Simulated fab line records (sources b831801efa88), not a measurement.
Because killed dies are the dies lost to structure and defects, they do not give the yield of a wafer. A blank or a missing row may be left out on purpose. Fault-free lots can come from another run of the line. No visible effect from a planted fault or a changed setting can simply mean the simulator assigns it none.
A struck lot beside a sound one + flow sky130 + 35 out of 708 route steps
Sound: wafers L512.2, L512.4, L512.5. Wafers L514.3, L514.5, L514.6 were the ones struck. Last of all comes the cause.
Per side, at each step with rows, come the tool, then ch with its chambers, and then its first start. Under that, the readings that differ: sound wafers + struck wafers + difference of the means + sigmas: that difference in standard deviations of wafers without a fault.
alike: a reading whose means differ by less than 2 such deviations, as well as words and numbers matching on both sides. not compared: withheld readings; readings where some wafer has no value; bounds like >300 that might hide an equal value; numbers whose values overlap and for which the record gives no deviation.
The two part at a step that has a row with sigmas, a row that says differs or no value, or rows on one side only. Numbers that have no deviation but don't overlap get no sigmas and don't part them. A reading that every wafer of one side lacks parts them only if that side has two wafers or more.

first, 10 steps without rows for these wafers: SKY_METAL3_HMDS_06 (prime time 60 s); SKY_METAL3_COAT_07 (resist thk 60 nm); SKY_METAL3_COAT_08 (resist thk 1140 nm); SKY_METAL3_SOFTBAKE_09 (time 86.24 s); SKY_METAL3_EXPOSE_10 (exposes mask MM3, target cd 300 nm); SKY_METAL3_PEB_11; SKY_METAL3_DEVELOP_12 (develop time 60 s); SKY_METAL3_DESCUM_15 (chemistry O2, time 8 s); SKY_METAL3_ETCH_16 (etches BARC in N2/H2, stops on SiO2, time 88.2 s, target depth 60 nm); SKY_METAL3_ETCH_17 (etches SiO2 in C4F8/O2/Ar, stops on TiN, time 3.9 s, target depth 15 nm).
SKY_METAL3_METAL_ETCH_18: etches the open film in Cl2/BCl3, stops on SiO2, target depth 845 nm, time 183.1 s.
  sound on rie-metal-03 ch 0,1, day 42 03:44; struck on rie-metal-03 ch 0,1, day 42 05:53
  alike: drypump-motor-current-A, oes-product-au, rf-fwd-power-W, throttle-valve-pct
  not compared: rf-hours-counter-h
then, 23 steps without rows for these wafers: SKY_METAL3_STRIP_19 (strips in O2/N2); SKY_METAL3_STRIP_20 (strips in post etch residue remover, time 1200 s); SKY_METAL3_CLEAN_21 (cleans in IPA, time 180 s); SKY_METAL3_CLEAN_22 (cleans in O3/DIW); SKY_VIA3_HDPCVD_00 (deposits SiO2, target thk 1635 nm, time 272.5 s); SKY_VIA3_CMP_02 (polishes SiO2); SKY_VIA3_DEHYDRATE_04 (time 60 s); SKY_VIA3_HMDS_05 (prime time 60 s); SKY_VIA3_COAT_06 (resist thk 60 nm); SKY_VIA3_COAT_07 (resist thk 450 nm); SKY_VIA3_SOFTBAKE_08 (time 90 s); SKY_VIA3_EXPOSE_09 (exposes mask VIM3, target cd 200 nm); SKY_VIA3_PEB_10; SKY_VIA3_DEVELOP_11 (develop time 60 s); SKY_VIA3_ETCH_14 (etches BARC in N2/H2, stops on SiO2, time 45.9 s, target depth 60 nm); SKY_VIA3_ETCH_15 (etches SiO2 in C4F8/O2/Ar, stops on TiN, target depth 507 nm, time 78 s); SKY_VIA3_STRIP_16 (strips in O2/N2); SKY_VIA3_STRIP_17 (strips in post etch residue remover, time 1200 s); SKY_VIA3_CLEAN_18 (cleans in IPA, time 180 s); SKY_VIA3_CLEAN_19 (cleans in O3/DIW); SKY_VIA3_SPUTTER_20 (material TiN, target thk 20 nm, time 80 s); SKY_VIA3_CVD_21 (deposits W, target thk 390 nm, time 117.31 s); SKY_VIA3_CMP_24 (polishes, stops on SiO2, t overpolish 20 s, target thk 0 nm).
-- the record jumps here: 7 days lie between the struck wafers' starts before and after (it left off in module VIA3 and takes up again in module PAD_OPEN, whose first step shown is number 708 of the route) --
SKY_PAD_OPEN_PROBE_99:
  sound on prober-02, day 48 16:23; struck on prober-01, day 48 19:41
| reading                               | sound             | struck            | difference | sigmas |
|---------------------------------------|-------------------|-------------------|------------|--------|
| defect-limited-yield (%)              | 82.3 81.5 83.5    | 78.3 73.6 75.4    | -6.7       | -4     |
| killed_at_M0_to_M3                    | 39 36 39          | 71 87 74          | +39        | +5     |
| killed-dies                           | 87 91 81          | 107 130 121       | +33        | +3     |
| sort_bin_3_pad_short (%)              | 0.8 1.4 1.0       | 2.0 2.4 1.4       | +0.9       | +2     |
| sort_bin_5_function (%)               | 11.0 10.8 9.8     | 12.4 17.1 15.9    | +4.6       | +3     |
| sort-n-pass                           | 405 401 411       | 385 362 371       | -33        | -3     |
| sort-yield-pct (%)                    | 82.3 81.5 83.5    | 78.3 73.6 75.4    | -6.7       | -4     |
| model.etest.tester.sort-n-pass        | 405 401 411       | 385 362 371       | -33        |        |
| model.etest.tester.sort-yield-pct (%) | 82.32 81.5 83.54  | 78.25 73.58 75.41 | -6.71      |        |
| model.etest.tester.sort_bin_5_pct (%) | 10.98 10.77 9.756 | 12.4 17.07 15.85  | +4.6       |        |
  alike: killed_at_M4_up, killed-at-contacts, killed-at-front-end, killed-at-other, killed-open, killed-short, sort_bin_6_memory
  not compared: model.etest.tester.sort_bin_3_pct

== WHERE THEY PART ==
At SKY_PAD_OPEN_PROBE_99 and nowhere else, as far as this record goes.

WHY: what had been put in by the simulator
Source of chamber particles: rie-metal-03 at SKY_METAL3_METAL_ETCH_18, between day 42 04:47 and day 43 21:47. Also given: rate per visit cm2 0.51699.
